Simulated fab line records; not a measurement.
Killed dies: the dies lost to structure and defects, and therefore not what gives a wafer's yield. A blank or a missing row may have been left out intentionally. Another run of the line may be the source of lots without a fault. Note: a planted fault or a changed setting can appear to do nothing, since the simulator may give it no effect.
Which tool did it? / flow gf180mcu / 72 wafers from 24 lots sampled at 3 of the route's 602 steps

## WHAT EACH GAUGE READ, for each wafer
GF_V1_CD_MEAS_14 targets a cd of 260 nm. Usual: 260.2 nm for cd-nm, sd 1.1.
lot=L074; measured=day 18 22:02; on=cd-sem-02; cd-nm (nm)=259.3 258.1 260.3; flag=
lot=L075; measured=day 19 10:10; on=cd-sem-02; cd-nm (nm)=261.3 261.0 260.9; flag=
lot=L076; measured=day 19 10:53; on=cd-sem-02; cd-nm (nm)=260.5 260.6 261.1; flag=
lot=L077; measured=day 19 22:05; on=cd-sem-02; cd-nm (nm)=260.4 260.4 259.7; flag=
lot=L078; measured=day 20 15:10; on=cd-sem-01; cd-nm (nm)=258.3 258.1 257.9; flag=
lot=L079; measured=day 20 23:58; on=cd-sem-02; cd-nm (nm)=260.2 259.5 259.2; flag=
lot=L080; measured=day 21 05:37; on=cd-sem-01; cd-nm (nm)=259.4 260.2 260.1; flag=
lot=L082; measured=day 21 19:49; on=cd-sem-02; cd-nm (nm)=261.6 261.3 261.7; flag=
lot=L081; measured=day 21 21:22; on=cd-sem-02; cd-nm (nm)=258.6 258.6 259.3; flag=
lot=L083; measured=day 22 05:08; on=cd-sem-02; cd-nm (nm)=261.0 260.5 259.8; flag=
lot=L084; measured=day 22 10:00; on=cd-sem-02; cd-nm (nm)=259.1 259.5 259.8; flag=
lot=L085; measured=day 22 17:30; on=cd-sem-02; cd-nm (nm)=260.6 260.2 262.5; flag=
lot=L086; measured=day 23 01:28; on=cd-sem-02; cd-nm (nm)=259.9 260.6 260.4; flag=
lot=L087; measured=day 23 10:28; on=cd-sem-02; cd-nm (nm)=260.4 260.3 260.1; flag=
lot=L088; measured=day 24 00:16; on=cd-sem-02; cd-nm (nm)=260.4 261.3 261.1; flag=
lot=L089; measured=day 24 12:01; on=cd-sem-02; cd-nm (nm)=261.1 260.8 260.8; flag=
lot=L090; measured=day 24 14:16; on=cd-sem-01; cd-nm (nm)=259.5 259.5 258.5; flag=
lot=L091; measured=day 24 22:50; on=cd-sem-02; cd-nm (nm)=260.1 260.2 260.3; flag=
lot=L092; measured=day 25 04:21; on=cd-sem-01; cd-nm (nm)=258.0 259.5 259.0; flag=
lot=L093; measured=day 25 13:38; on=cd-sem-01; cd-nm (nm)=261.0 262.0 261.1; flag=
lot=L094; measured=day 25 20:09; on=cd-sem-02; cd-nm (nm)=259.1 259.1 259.7; flag=
lot=L095; measured=day 26 07:37; on=cd-sem-02; cd-nm (nm)=262.0 263.0 260.6; flag=
lot=L096; measured=day 26 11:44; on=cd-sem-02; cd-nm (nm)=262.2 260.8 261.4; flag=
lot=L097; measured=day 26 18:57; on=cd-sem-02; cd-nm (nm)=260.6 260.4 260.6; flag=

GF_M2_THK_MEAS_06: measures by xrf. Usual: for M2_ALCU_THK the level is 458 nm and the standard deviation is 6.
lot=L074; measured=day 18 23:54; on=film-metro-03; M2_ALCU_THK (nm)=455 455 453; flag=
lot=L075; measured=day 19 12:00; on=film-metro-03; M2_ALCU_THK (nm)=457 455 455; flag=
lot=L076; measured=day 19 12:47; on=film-metro-04; M2_ALCU_THK (nm)=459 459 458; flag=
lot=L077; measured=day 20 00:11; on=film-metro-03; M2_ALCU_THK (nm)=468 466 464; flag=
lot=L078; measured=day 20 17:01; on=film-metro-04; M2_ALCU_THK (nm)=466 458 458; flag=
lot=L079; measured=day 21 01:53; on=film-metro-03; M2_ALCU_THK (nm)=466 460 451; flag=
lot=L080; measured=day 21 07:27; on=film-metro-02; M2_ALCU_THK (nm)=455 464 455; flag=
lot=L082; measured=day 21 21:47; on=film-metro-04; M2_ALCU_THK (nm)=461 450 458; flag=
lot=L081; measured=day 21 23:13; on=film-metro-04; M2_ALCU_THK (nm)=446 449 446; flag=
lot=L083; measured=day 22 06:59; on=film-metro-03; M2_ALCU_THK (nm)=467 464 462; flag=
lot=L084; measured=day 22 11:52; on=film-metro-02; M2_ALCU_THK (nm)=462 467 451; flag=
lot=L085; measured=day 22 19:21; on=film-metro-04; M2_ALCU_THK (nm)=456 456 450; flag=
lot=L086; measured=day 23 03:18; on=film-metro-02; M2_ALCU_THK (nm)=455 459 456; flag=
lot=L087; measured=day 23 12:19; on=film-metro-03; M2_ALCU_THK (nm)=452 446 456; flag=
lot=L088; measured=day 24 02:07; on=film-metro-04; M2_ALCU_THK (nm)=461 463 461; flag=
lot=L089; measured=day 24 13:52; on=film-metro-03; M2_ALCU_THK (nm)=470 464 468; flag=
lot=L090; measured=day 24 16:07; on=film-metro-02; M2_ALCU_THK (nm)=448 453 448; flag=
lot=L091; measured=day 25 00:41; on=film-metro-04; M2_ALCU_THK (nm)=470 467 465; flag=
lot=L092; measured=day 25 06:13; on=film-metro-02; M2_ALCU_THK (nm)=452 463 460; flag=
lot=L093; measured=day 25 15:28; on=film-metro-03; M2_ALCU_THK (nm)=455 450 455; flag=
lot=L094; measured=day 25 22:02; on=film-metro-04; M2_ALCU_THK (nm)=453 454 457; flag=
lot=L095; measured=day 26 09:28; on=film-metro-04; M2_ALCU_THK (nm)=447 451 444; flag=
lot=L096; measured=day 26 13:35; on=film-metro-02; M2_ALCU_THK (nm)=453 460 460; flag=
lot=L097; measured=day 26 20:46; on=film-metro-02; M2_ALCU_THK (nm)=463 463 462; flag=

## WHICH TOOL RAN EACH LOT (tool, then ch and the chambers of the sampled wafers, then the start)
lot=L074; GF_V1_CMP_26=cmp-01 ch 2,3, day 18 23:14
lot=L075; GF_V1_CMP_26=cmp-02 ch 0,1,2, day 19 11:21
lot=L076; GF_V1_CMP_26=cmp-01 ch 1,2,3, day 19 12:11
lot=L077; GF_V1_CMP_26=cmp-02 ch 0,3, day 19 23:32
lot=L078; GF_V1_CMP_26=cmp-01 ch 1,2,3, day 20 16:28
lot=L079; GF_V1_CMP_26=cmp-02 ch 0,1,3, day 21 01:17
lot=L080; GF_V1_CMP_26=cmp-02 ch 0,1,2, day 21 06:48
lot=L082; GF_V1_CMP_26=cmp-02 ch 0,3, day 21 21:11
lot=L081; GF_V1_CMP_26=cmp-02 ch 0,2, day 21 22:34
lot=L083; GF_V1_CMP_26=cmp-01 ch 2,3, day 22 06:21
lot=L084; GF_V1_CMP_26=cmp-02 ch 0,2, day 22 11:13
lot=L085; GF_V1_CMP_26=cmp-02 ch 0,1,2, day 22 18:43
lot=L086; GF_V1_CMP_26=cmp-01 ch 2,3, day 23 02:39
lot=L087; GF_V1_CMP_26=cmp-02 ch 0,1,2, day 23 11:40
lot=L088; GF_V1_CMP_26=cmp-01 ch 0,3, day 24 01:28
lot=L089; GF_V1_CMP_26=cmp-02 ch 0,1,2, day 24 13:13
lot=L090; GF_V1_CMP_26=cmp-01 ch 0,1,3, day 24 15:29
lot=L091; GF_V1_CMP_26=cmp-01 ch 2,3, day 25 00:03
lot=L092; GF_V1_CMP_26=cmp-02 ch 0,1,2, day 25 05:32
lot=L093; GF_V1_CMP_26=cmp-01 ch 0,1,3, day 25 14:55
lot=L094; GF_V1_CMP_26=cmp-02 ch 0,2,3, day 25 21:23
lot=L095; GF_V1_CMP_26=cmp-01 ch 0,3, day 26 08:49
lot=L096; GF_V1_CMP_26=cmp-02 ch 1,2, day 26 12:57
lot=L097; GF_V1_CMP_26=cmp-02 ch 0,2,3, day 26 20:15
- GF_V1_CMP_26: polishes, stops on SiO2, t overpolish 15 s, target thk 0 nm.

## WHAT THE TOOLS THEMSELVES READ (means of the sampled wafers that have a number; where no wafer has one, the mark that the record gives instead)
GF_V1_CMP_26. Usual: motor-current-A 11.1 A, standard deviation 1.7; overpolish-run-s 15.002 s, standard deviation 0.0091; time-to-endpoint-s 85 s, standard deviation 4.8.
lot=L074; tool=cmp-01; motor-current-A (A)=12.2; overpolish-run-s (s)=15.008; time-to-endpoint-s (s)=82; flag=
lot=L075; tool=cmp-02; motor-current-A (A)=10.8; overpolish-run-s (s)=15.007; time-to-endpoint-s (s)=89; flag=
lot=L076; tool=cmp-01; motor-current-A (A)=11.2; overpolish-run-s (s)=15.000; time-to-endpoint-s (s)=83; flag=
lot=L077; tool=cmp-02; motor-current-A (A)=12.2; overpolish-run-s (s)=15.002; time-to-endpoint-s (s)=86; flag=
lot=L078; tool=cmp-01; motor-current-A (A)=11.6; overpolish-run-s (s)=15.008; time-to-endpoint-s (s)=80; flag=
lot=L079; tool=cmp-02; motor-current-A (A)=12.1; overpolish-run-s (s)=15.001; time-to-endpoint-s (s)=92; flag=
lot=L080; tool=cmp-02; motor-current-A (A)=11.1; overpolish-run-s (s)=15.005; time-to-endpoint-s (s)=89; flag=
lot=L082; tool=cmp-02; motor-current-A (A)=12.5; overpolish-run-s (s)=14.999; time-to-endpoint-s (s)=86; flag=
lot=L081; tool=cmp-02; motor-current-A (A)=10.0; overpolish-run-s (s)=15.004; time-to-endpoint-s (s)=87; flag=
lot=L083; tool=cmp-01; motor-current-A (A)=11.3; overpolish-run-s (s)=15.004; time-to-endpoint-s (s)=80; flag=
lot=L084; tool=cmp-02; motor-current-A (A)=9.8; overpolish-run-s (s)=14.999; time-to-endpoint-s (s)=88; flag=
lot=L085; tool=cmp-02; motor-current-A (A)=10.7; overpolish-run-s (s)=15.001; time-to-endpoint-s (s)=92; flag=
lot=L086; tool=cmp-01; motor-current-A (A)=12.2; overpolish-run-s (s)=15.006; time-to-endpoint-s (s)=83; flag=
lot=L087; tool=cmp-02; motor-current-A (A)=10.8; overpolish-run-s (s)=15.009; time-to-endpoint-s (s)=90; flag=
lot=L088; tool=cmp-01; motor-current-A (A)=9.3; overpolish-run-s (s)=14.997; time-to-endpoint-s (s)=84; flag=
lot=L089; tool=cmp-02; motor-current-A (A)=10.8; overpolish-run-s (s)=14.988; time-to-endpoint-s (s)=87; flag=
lot=L090; tool=cmp-01; motor-current-A (A)=10.0; overpolish-run-s (s)=14.995; time-to-endpoint-s (s)=79; flag=
lot=L091; tool=cmp-01; motor-current-A (A)=11.0; overpolish-run-s (s)=15.002; time-to-endpoint-s (s)=87; flag=
lot=L092; tool=cmp-02; motor-current-A (A)=10.9; overpolish-run-s (s)=15.005; time-to-endpoint-s (s)=81; flag=
lot=L093; tool=cmp-01; motor-current-A (A)=10.3; overpolish-run-s (s)=15.008; time-to-endpoint-s (s)=84; flag=
lot=L094; tool=cmp-02; motor-current-A (A)=11.5; overpolish-run-s (s)=15.000; time-to-endpoint-s (s)=83; flag=
lot=L095; tool=cmp-01; motor-current-A (A)=9.7; overpolish-run-s (s)=15.012; time-to-endpoint-s (s)=81; flag=
lot=L096; tool=cmp-02; motor-current-A (A)=9.6; overpolish-run-s (s)=15.008; time-to-endpoint-s (s)=84; flag=
lot=L097; tool=cmp-02; motor-current-A (A)=11.3; overpolish-run-s (s)=15.001; time-to-endpoint-s (s)=85; flag=

## THE ANSWER, worked out from the rows above alone
Rule: lot off if the mean of its wafers having a number is beyond 3 standard deviations from the usual mean. Also off: a lot with no number at a reading for which 4 or more lots have one. All remaining lots with rows at the step are treated as sound. The gauges are gone through in route order, then the tools' own readings, and for those a lot's mean is taken as printed above. At the first step where some lot is off, the reading lying furthest off is the one used; lots without a number count as furthest.
Across all readings shown, no lot is off: no conclusion can be drawn from this.

## WHAT THE SIMULATOR PUT IN
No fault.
